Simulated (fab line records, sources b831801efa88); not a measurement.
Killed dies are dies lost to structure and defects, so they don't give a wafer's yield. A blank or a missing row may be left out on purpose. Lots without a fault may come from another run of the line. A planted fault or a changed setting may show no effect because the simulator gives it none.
Which tool did it? | flow sky130 | 12 lots, 36 wafers sampled, at 6 steps of a route of 708

WHAT THE GAUGES READ, wafer by wafer
SKY_SONOS_ONO_CD_MEAS_13: target cd 410 nm. Usual: cd_nm 410.8 nm, standard deviation 2.1.
lot  | measured     | on        | cd_nm (nm)        | flag
L908 | day 14 00:26 | cd_sem-01 | 405.1 407.2 405.3 |
L907 | day 14 02:32 | cd_sem-02 | 409.2 409.7 408.1 |
L910 | day 14 17:23 | cd_sem-02 | 409.2 410.5 411.9 |
L911 | day 14 23:46 | cd_sem-02 | 411.4 411.2 411.8 |
L918 | day 16 22:09 | cd_sem-02 | 410.1 412.5 410.0 |
L919 | day 17 19:23 | cd_sem-02 | 410.6 408.6 409.9 |
L920 | day 18 03:55 | cd_sem-01 | 413.8 413.6 413.2 |
L921 | day 18 15:07 | cd_sem-01 | 413.2 411.0 412.8 |
L922 | day 18 19:55 | cd_sem-01 | 411.2 409.5 408.8 |
L924 | day 19 10:11 | cd_sem-01 | 411.1 412.6 412.5 |
L926 | day 19 23:59 | cd_sem-02 | 411.3 410.3 411.9 |
L927 | day 20 11:26 | cd_sem-02 | 411.9 408.8 410.0 |

SKY_RES_PROTECT_TW_MEAS_08. Usual: POLY_GATE_TW 4033, standard deviation 41.
lot  | measured     | on            | POLY_GATE_TW   | flag
L908 | day 16 15:13 | film_metro-04 | 4058 4040 4059 |
L907 | day 16 15:25 | film_metro-02 | 3979 4010 3966 |
L910 | day 17 07:16 | film_metro-04 | 4075 4079 4095 |
L911 | day 17 14:52 | film_metro-02 | 3985 3985 3996 |
L918 | day 19 19:47 | film_metro-02 | 4016 4035 4027 |
L919 | day 20 15:29 | film_metro-02 | 3989 3996 3995 |
L920 | day 20 23:11 | film_metro-02 | 4033 4013 3998 |
L921 | day 21 10:05 | film_metro-04 | 4057 4061 4071 |
L922 | day 21 13:45 | film_metro-04 | 4049 4056 4058 |
L924 | day 22 05:11 | film_metro-04 | 4059 4060 4041 |
L926 | day 22 18:20 | film_metro-04 | 4085 4075 4082 |
L927 | day 23 06:56 | film_metro-04 | 4077 4075 4070 |

SKY_POLY_GATE_THK_MEAS_04. Usual: POLY_GATE_CVD_03_THK 75.1 nm, standard deviation 0.54.
lot  | measured     | on            | POLY_GATE_CVD_03_THK (nm) | flag
L908 | day 16 17:49 | film_metro-02 | 75.3 74.6 75.1            |
L907 | day 16 17:47 | film_metro-03 | 75.3 75.2 74.7            |
L910 | day 17 09:45 | film_metro-04 | 75.1 74.7 74.4            |
L911 | day 17 16:20 | film_metro-03 | 73.9 73.9 74.5            |
L918 | day 19 21:16 | film_metro-03 | 75.3 76.2 75.2            |
L919 | day 20 17:41 | film_metro-03 | 75.5 75.9 74.6            |
L920 | day 21 00:39 | film_metro-02 | 75.8 75.7 75.5            |
L921 | day 21 12:14 | film_metro-03 | 75.0 74.9 75.0            |
L922 | day 21 15:14 | film_metro-02 | 75.9 75.5 75.4            |
L924 | day 22 06:39 | film_metro-04 | 75.6 75.7 75.2            |
L926 | day 22 19:48 | film_metro-03 | 75.5 76.0 75.1            |
L927 | day 23 08:25 | film_metro-03 | 74.7 74.6 74.2            |

SKY_POLY_GATE_CD_MEAS_13: target cd 150 nm. Usual: cd_nm 150.0 nm, standard deviation 1.6.
lot  | measured     | on        | cd_nm (nm)        | flag
L908 | day 17 22:26 | cd_sem-01 | 149.7 148.0 150.2 |
L907 | day 17 22:52 | cd_sem-01 | 148.3 148.4 148.1 |
L910 | day 18 15:14 | cd_sem-02 | 151.4 150.6 150.6 |
L911 | day 18 21:47 | cd_sem-02 | 173.8 175.4 176.0 | OFF
L918 | day 21 03:54 | cd_sem-02 | 148.8 149.0 150.3 |
L919 | day 22 00:29 | cd_sem-01 | 150.2 150.2 150.4 |
L920 | day 22 07:44 | cd_sem-02 | 149.6 150.8 150.7 |
L921 | day 22 19:05 | cd_sem-02 | 151.3 151.6 149.5 |
L922 | day 22 22:07 | cd_sem-02 | 148.6 147.9 148.1 |
L924 | day 23 13:14 | cd_sem-01 | 149.9 150.3 149.6 |
L926 | day 24 01:53 | cd_sem-01 | 149.6 149.2 150.4 |
L927 | day 24 14:09 | cd_sem-02 | 149.0 150.4 148.0 |

SKY_POLY_GATE_CD_MEAS_22. Usual: cd_nm 149.9 nm, standard deviation 2.
lot  | measured     | on        | cd_nm (nm)        | flag
L908 | day 18 00:49 | cd_sem-01 | 149.0 145.5 149.7 |
L907 | day 18 00:45 | cd_sem-02 | 148.9 149.3 148.6 |
L910 | day 18 17:53 | cd_sem-02 | 152.9 152.4 152.7 |
L911 | day 19 00:46 | cd_sem-01 | 172.7 174.9 173.7 | OFF
L918 | day 21 05:46 | cd_sem-01 | 146.3 147.6 148.1 |
L919 | day 22 02:20 | cd_sem-01 | 152.4 151.3 150.1 |
L920 | day 22 09:35 | cd_sem-01 | 150.1 151.1 150.6 |
L921 | day 22 20:56 | cd_sem-01 | 150.1 151.6 150.3 |
L922 | day 22 23:59 | cd_sem-02 | 147.4 146.8 147.3 |
L924 | day 23 15:05 | cd_sem-02 | 151.0 150.3 151.3 |
L926 | day 24 03:52 | cd_sem-01 | 149.9 147.6 150.7 |
L927 | day 24 16:01 | cd_sem-01 | 149.4 149.7 146.0 |

WHICH TOOL RAN EACH LOT (tool, then ch and the chambers of the sampled wafers, then the start)
lot  | SKY_POLY_GATE_EXPOSE_10
L908 | krf_scanner-02 ch 0, day 17 07:49
L907 | krf_scanner-01 ch 0, day 17 08:01
L910 | krf_scanner-02 ch 0, day 18 00:36
L911 | krf_scanner-02 ch 0, day 18 06:26
L918 | krf_scanner-02 ch 0, day 20 13:03
L919 | krf_scanner-01 ch 0, day 21 09:32
L920 | krf_scanner-02 ch 0, day 21 17:03
L921 | krf_scanner-02 ch 0, day 22 03:11
L922 | krf_scanner-02 ch 0, day 22 06:28
L924 | krf_scanner-02 ch 0, day 22 22:53
L926 | krf_scanner-02 ch 0, day 23 10:42
L927 | krf_scanner-01 ch 0, day 23 23:32
- SKY_POLY_GATE_EXPOSE_10: exposes mask P1M, target cd 150 nm.

WHAT THE TOOLS THEMSELVES READ (means of the sampled wafers that have a number; where no wafer has one, the mark that the record gives instead)
The record holds no such reading with a usual standard deviation.

THE ANSWER, worked out from the rows above alone
Rule: a lot is off if the mean of its wafers that have a number lies more than 3 standard deviations from the usual mean. A lot without any number at a reading at which 4 lots or more have one is off too. The other lots that the step has rows for count as sound. The gauges are gone through in route order, then the tools' own readings, and for those a lot's mean is taken as printed above. The first step at which some lot is off is used, and at that step the reading that is off furthest; a lot without a number counts as furthest.
Off: L911, at SKY_POLY_GATE_CD_MEAS_13 (cd_nm).
A tool fits if, at a process step before that reading, it ran every lot that is off, and no sound lot after the first of them. The gauges at SKY_POLY_GATE_CD_MEAS_13 aren't tried: what is off there is off at SKY_POLY_GATE_CD_MEAS_22 too, on other tools, and a gauge's error can't cause that. None of those tried fits.

WHAT THE SIMULATOR HAD PUT IN
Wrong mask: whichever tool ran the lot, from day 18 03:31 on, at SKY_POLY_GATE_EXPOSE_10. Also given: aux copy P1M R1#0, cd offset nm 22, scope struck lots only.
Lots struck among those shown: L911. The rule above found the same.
